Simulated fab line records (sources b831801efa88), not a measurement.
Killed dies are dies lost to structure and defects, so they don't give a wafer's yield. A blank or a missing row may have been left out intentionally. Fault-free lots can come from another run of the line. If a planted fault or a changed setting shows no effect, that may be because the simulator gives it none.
The tool behind it: which one?    flow sky130    42 wafers from 14 lots sampled at 3 of the route's 708 steps

## WHAT THE GAUGES SHOWED, per wafer
SKY_CONTACT_RS_MEAS_25: the measuring method here is four-point-probe. Usual: for CONTACT_W_RS the level is 0.339 ohm/sq and the standard deviation is 0.0056.
lot   measured      on             CONTACT_W_RS (ohm/sq)  flag
L393  day 32 03:46  film metro-02  0.336 0.339 0.337      
L394  day 32 10:58  film metro-02  0.339 0.334 0.334      
L395  day 33 00:10  film metro-01  0.333 0.341 0.334      
L396  day 33 09:21  film metro-01  0.350 0.336 0.333      
L398  day 33 18:48  film metro-02  0.350 0.344 0.330      
L397  day 33 18:50  film metro-04  0.456 0.453 0.339      OFF
L399  day 34 03:49  film metro-04  0.350 0.333 0.351      
L403  day 35 12:14  film metro-01  0.460 0.343 0.344      OFF
L406  day 36 06:49  film metro-02  0.346 0.335 0.333      
L407  day 37 05:30  film metro-01  0.334 0.344 0.346      
L408  day 37 07:44  film metro-01  0.345 0.336 0.342      
L409  day 37 08:44  film metro-02  0.334 0.347 0.338      
L410  day 37 17:56  film metro-02  0.332 0.343 0.346      
L412  day 38 07:20  film metro-01  0.342 0.332 0.345      

SKY_CONTACT_THK_MEAS_26: measures by xrf. Usual: for CONTACT_W_THK the level is 337 nm and the standard deviation is 6.7.
lot   measured      on             CONTACT_W_THK (nm)  flag
L393  day 32 03:52  film metro-02  336 336 336         
L394  day 32 11:04  film metro-02  334 341 340         
L395  day 33 00:16  film metro-01  350 338 342         
L396  day 33 09:28  film metro-01  331 346 349         
L398  day 33 18:53  film metro-02  328 333 346         
L397  day 33 18:57  film metro-04  272 275 333         OFF
L399  day 34 03:56  film metro-04  322 337 322         
L403  day 35 12:21  film metro-01  277 341 336         
L406  day 36 06:56  film metro-02  331 341 342         
L407  day 37 05:37  film metro-01  342 337 334         
L408  day 37 07:50  film metro-01  332 341 338         
L409  day 37 08:51  film metro-02  337 325 334         
L410  day 37 18:04  film metro-02  340 328 326         
L412  day 38 07:27  film metro-01  332 342 330         

## WHICH TOOL RAN EACH LOT (tool, then ch and the chambers of the sampled wafers, then the start)
lot   SKY_CONTACT_CVD_24
L393  cvd w-01 ch 0,1, day 32 03:38
L394  cvd w-01 ch 0,1, day 32 10:50
L395  cvd w-01 ch 0,1, day 33 00:02
L396  cvd w-02 ch 0,1, day 33 09:14
L398  cvd w-02 ch 0,1, day 33 18:40
L397  cvd w-01 ch 0,1, day 33 18:43
L399  cvd w-02 ch 0,1, day 34 03:43
L403  cvd w-01 ch 0,1, day 35 12:07
L406  cvd w-02 ch 0,1, day 36 06:42
L407  cvd w-02 ch 0,1, day 37 05:23
L408  cvd w-02 ch 0,1, day 37 07:36
L409  cvd w-02 ch 0,1, day 37 08:37
L410  cvd w-02 ch 0,1, day 37 17:50
L412  cvd w-02 ch 0,1, day 38 07:13
- SKY_CONTACT_CVD_24: deposits W, target thk 340 nm, time 102.12 s.

## AS READ BY THE TOOLS THEMSELVES (means over the sampled wafers that have a number; for cases with no such wafer, the mark the record gives instead)
SKY_CONTACT_CVD_24. Usual: heater power w 810 W, standard deviation 44; susceptor temp C 400.00 C, standard deviation 0.2.
lot   tool      heater power w (W)  susceptor temp C (C)  flag
L393  cvd w-01  775                 399.72                
L394  cvd w-01  773                 400.17                
L395  cvd w-01  815                 399.93                
L396  cvd w-02  822                 399.79                
L398  cvd w-02  795                 399.92                
L397  cvd w-01  812                 400.05                
L399  cvd w-02  807                 399.96                
L403  cvd w-01  779                 400.01                
L406  cvd w-02  818                 400.33                
L407  cvd w-02  812                 400.34                
L408  cvd w-02  803                 399.96                
L409  cvd w-02  824                 399.98                
L410  cvd w-02  807                 400.02                
L412  cvd w-02  811                 400.03                

## THE ANSWER, worked out from the rows above alone
Rule: take the mean of a lot's wafers that have a number; if it is more than 3 standard deviations from the usual mean, the lot is off. Also off: a lot with no number at a reading for which 4 or more lots have one. The other lots that the step has rows for count as sound. Order of review: gauges by route order, followed by the tools' own readings, for which a lot's mean as printed above is used. The first step at which some lot is off is used, and at that step the reading that is off furthest; a lot without a number counts as furthest.
Off: L397, L403, at SKY_CONTACT_RS_MEAS_25 (CONTACT_W_RS).
If a tool, at a process step before that reading, ran all the lots that are off and no sound lot after the first of them, it fits. The gauges at SKY_CONTACT_RS_MEAS_25 are tried like those tools. One fits: cvd w-01 at SKY_CONTACT_CVD_24. A fault onset in the window from L395 (day 33 00:02, its last sound lot) to L397 (day 33 18:43, its first lot off) fits.

## WHAT HAD BEEN PUT IN BY THE SIMULATOR
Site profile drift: cvd w-01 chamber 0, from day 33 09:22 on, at SKY_CONTACT_CVD_24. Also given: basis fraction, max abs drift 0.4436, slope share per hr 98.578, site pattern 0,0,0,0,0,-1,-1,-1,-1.
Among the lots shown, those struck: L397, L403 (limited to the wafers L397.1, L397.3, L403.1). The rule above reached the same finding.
